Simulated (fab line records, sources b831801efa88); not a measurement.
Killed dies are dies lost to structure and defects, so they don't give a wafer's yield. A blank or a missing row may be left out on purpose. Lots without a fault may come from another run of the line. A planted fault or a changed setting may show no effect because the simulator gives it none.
Which tool did it? | flow gf180mcu | 13 lots, 39 wafers sampled, at 2 steps of a route of 602

WHAT THE GAUGES READ, wafer by wafer
GF_VT_IMPLANT_RS_MEAS_46: measures by four-point-probe. Usual: MVSD_RS 457.0 ohm/sq, standard deviation 1.2.
lot  | measured     | on            | MVSD_RS (ohm/sq)  | flag
L272 | day 7 13:22  | film_metro-01 | 457.3 457.8 457.8 |
L273 | day 7 22:19  | film_metro-03 | 459.1 456.6 457.3 |
L274 | day 8 02:49  | film_metro-02 | 456.9 456.4 456.4 |
L275 | day 8 08:41  | film_metro-02 | 458.2 457.9 456.3 |
L276 | day 8 18:08  | film_metro-01 | 454.9 454.4 455.3 |
L277 | day 8 23:51  | film_metro-03 | 457.4 457.6 457.9 |
L278 | day 9 05:53  | film_metro-01 | 458.8 457.0 458.1 |
L280 | day 9 20:28  | film_metro-02 | 458.1 457.9 458.1 |
L281 | day 10 01:25 | film_metro-02 | 457.2 457.1 458.2 |
L284 | day 10 23:34 | film_metro-01 | 455.4 454.6 454.3 |
L287 | day 11 19:10 | film_metro-03 | 451.8 451.3 450.5 | OFF
L292 | day 13 04:18 | film_metro-01 | 450.2 451.0 450.9 | OFF
L294 | day 13 17:37 | film_metro-01 | 456.4 456.0 458.2 |

WHICH TOOL RAN EACH LOT (tool, then ch and the chambers of the sampled wafers, then the start)
lot  | GF_MVSD_IMPLANT_09
L272 | implanter-01 ch 0, day 4 10:47
L273 | implanter-02 ch 0, day 4 18:53
L274 | implanter-03 ch 0, day 4 21:50
L275 | implanter-03 ch 0, day 5 02:38
L276 | implanter-02 ch 0, day 5 10:31
L277 | implanter-03 ch 0, day 5 16:20
L278 | implanter-03 ch 0, day 5 20:52
L280 | implanter-02 ch 0, day 6 09:43
L281 | implanter-02 ch 0, day 6 13:47
L284 | implanter-01 ch 0, day 7 09:26
L287 | implanter-02 ch 0, day 8 02:53
L292 | implanter-02 ch 0, day 9 06:16
L294 | implanter-01 ch 0, day 9 19:29
- GF_MVSD_IMPLANT_09

WHAT THE TOOLS THEMSELVES READ (means of the sampled wafers that have a number; where no wafer has one, the mark that the record gives instead)
GF_MVSD_IMPLANT_09. Usual: dose_ions_cm2 5e+12, standard deviation 5.6e+09; faraday_current_uA 28.1, standard deviation 0.54.
lot  | tool         | dose_ions_cm2 | faraday_current_uA | flag
L272 | implanter-01 | 5e+12         | 28.0               |
L273 | implanter-02 | 5e+12         | 28.2               |
L274 | implanter-03 | 5e+12         | 27.7               |
L275 | implanter-03 | 5e+12         | 28.6               |
L276 | implanter-02 | 5e+12         | 27.8               |
L277 | implanter-03 | 5e+12         | 27.9               |
L278 | implanter-03 | 5e+12         | 27.7               |
L280 | implanter-02 | 5e+12         | 28.2               |
L281 | implanter-02 | 5e+12         | 28.6               |
L284 | implanter-01 | 5e+12         | 28.2               |
L287 | implanter-02 | 5e+12         | 30.6               | OFF
L292 | implanter-02 | 5e+12         | 30.6               | OFF
L294 | implanter-01 | 5e+12         | 28.2               |

THE ANSWER, worked out from the rows above alone
Rule: a lot is off if the mean of its wafers that have a number lies more than 3 standard deviations from the usual mean. A lot without any number at a reading at which 4 lots or more have one is off too. The other lots that the step has rows for count as sound. The gauges are gone through in route order, then the tools' own readings, and for those a lot's mean is taken as printed above. The first step at which some lot is off is used, and at that step the reading that is off furthest; a lot without a number counts as furthest.
Off: L287, L292, at GF_VT_IMPLANT_RS_MEAS_46 (MVSD_RS).
A tool fits if, at a process step before that reading, it ran every lot that is off, and no sound lot after the first of them. The gauges at GF_VT_IMPLANT_RS_MEAS_46 aren't tried: what is off there is off at GF_MVSD_IMPLANT_09 too, on other tools, and a gauge's error can't cause that. One fits: implanter-02 at GF_MVSD_IMPLANT_09. Its last sound lot is L281 (day 6 13:47), its first lot that is off L287 (day 8 02:53): a fault that began between those two fits.
The tool's own readings at GF_MVSD_IMPLANT_09 bear it out: on the lots that are off they differ by more than 5 times the standard deviation of the sound lots' means. faraday_current_uA reads 30.6 there against 28.1 on the sound lots.

WHAT THE SIMULATOR HAD PUT IN
Process parameter drift: implanter-02, from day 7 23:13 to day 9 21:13, at GF_MVSD_IMPLANT_09. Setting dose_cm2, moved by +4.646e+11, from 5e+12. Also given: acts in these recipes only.
Lots struck among those shown: L287, L292. The rule above found the same.
